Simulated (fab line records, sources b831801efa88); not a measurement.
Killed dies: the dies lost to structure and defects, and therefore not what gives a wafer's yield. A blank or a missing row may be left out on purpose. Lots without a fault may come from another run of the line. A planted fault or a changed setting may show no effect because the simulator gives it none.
What tool caused it?    flow gf180mcu    12 lots with 36 wafers sampled at 4 steps, on a route of 602 steps

== WHAT THE GAUGES READ, wafer by wafer ==
GF_V3_THK_MEAS_03.
lot   measured      on             V3_CVD_02_THK (nm)
L075  day 21 19:27  film metro-02  839 857 861
L077  day 22 19:32  film metro-01  847 844 848
L080  day 23 13:19  film metro-04  845 862 864
L081  day 23 20:34  film metro-04  843 852 873
L083  day 24 16:19  film metro-02  849 859 864
L085  day 25 14:05  film metro-04  843 835 852
L088  day 26 02:14  film metro-02  840 854 857
L089  day 26 14:11  film metro-02  830 862 847
L091  day 27 03:22  film metro-04  830 843 841
L093  day 27 17:39  film metro-01  849 852 844
L095  day 28 08:45  film metro-02  836 845 840
L097  day 28 19:59  film metro-04  847 860 853

== EACH LOT AND THE TOOL THAT RAN IT (in order: tool; ch and the chambers of the sampled wafers; start) ==
lot   GF_V1_SPUTTER_21              GF_V1_SPUTTER_22              GF_M3_METAL_ETCH_16
L075  pvd sputter-01, day 18 14:12  pvd sputter-01, day 18 14:16  rie metal-01 ch 0,1, day 21 18:37
L077  pvd sputter-04, day 19 15:03  pvd sputter-04, day 19 15:07  rie metal-01 ch 0,1, day 22 18:37
L080  pvd sputter-01, day 20 08:35  pvd sputter-01, day 20 08:38  rie metal-04 ch 0,1, day 23 12:26
L081  pvd sputter-03, day 20 17:22  pvd sputter-03, day 20 17:25  rie metal-01 ch 0,1, day 23 19:35
L083  pvd sputter-04, day 21 16:06  pvd sputter-04, day 21 16:10  rie metal-03 ch 0,1, day 24 15:28
L085  pvd sputter-03, day 22 13:37  pvd sputter-03, day 22 13:41  rie metal-04 ch 0,1, day 25 13:08
L088  pvd sputter-01, day 23 05:10  pvd sputter-01, day 23 05:13  rie metal-04 ch 0,1, day 26 01:23
L089  pvd sputter-03, day 23 17:05  pvd sputter-03, day 23 17:09  rie metal-01 ch 1, day 26 13:14
L091  pvd sputter-04, day 24 06:42  pvd sputter-04, day 24 06:46  rie metal-04 ch 0,1, day 27 02:29
L093  pvd sputter-01, day 24 22:45  pvd sputter-01, day 24 22:49  rie metal-03 ch 0,1, day 27 16:49
L095  pvd sputter-04, day 25 14:00  pvd sputter-04, day 25 14:04  rie metal-01 ch 0,1, day 28 07:31
L097  pvd sputter-03, day 26 03:24  pvd sputter-03, day 26 03:28  rie metal-04 ch 0,1, day 28 19:08
- GF_V1_SPUTTER_21: material Ti, target thk 15 nm, time 80.02 s.
- GF_V1_SPUTTER_22: material TiN, target thk 10 nm, time 40 s.
- GF_M3_METAL_ETCH_16: etches the open film in Cl2/BCl3, stops on SiO2, target depth 627.5 nm, time 104.6 s.

== THE ANSWER, worked out from the rows above alone ==
Rule: what is usual is taken from the lots themselves. Put in order of their means at a reading, lots are off if they are a third of the lots or fewer, leave a main group of 4 or more, and stand apart from it by a gap of 3 or more times the standard deviation of the main group's means; of several such gaps the widest counts. If all means in a main group match to the digits the tables above print for the reading, that group is not used. A lot without any number at a reading at which 4 lots or more have one is off too. All remaining lots with rows at the step are treated as sound.
No lot is off on any of the readings shown, so nothing can be concluded from this.

== WHAT THE SIMULATOR HAD PUT IN ==
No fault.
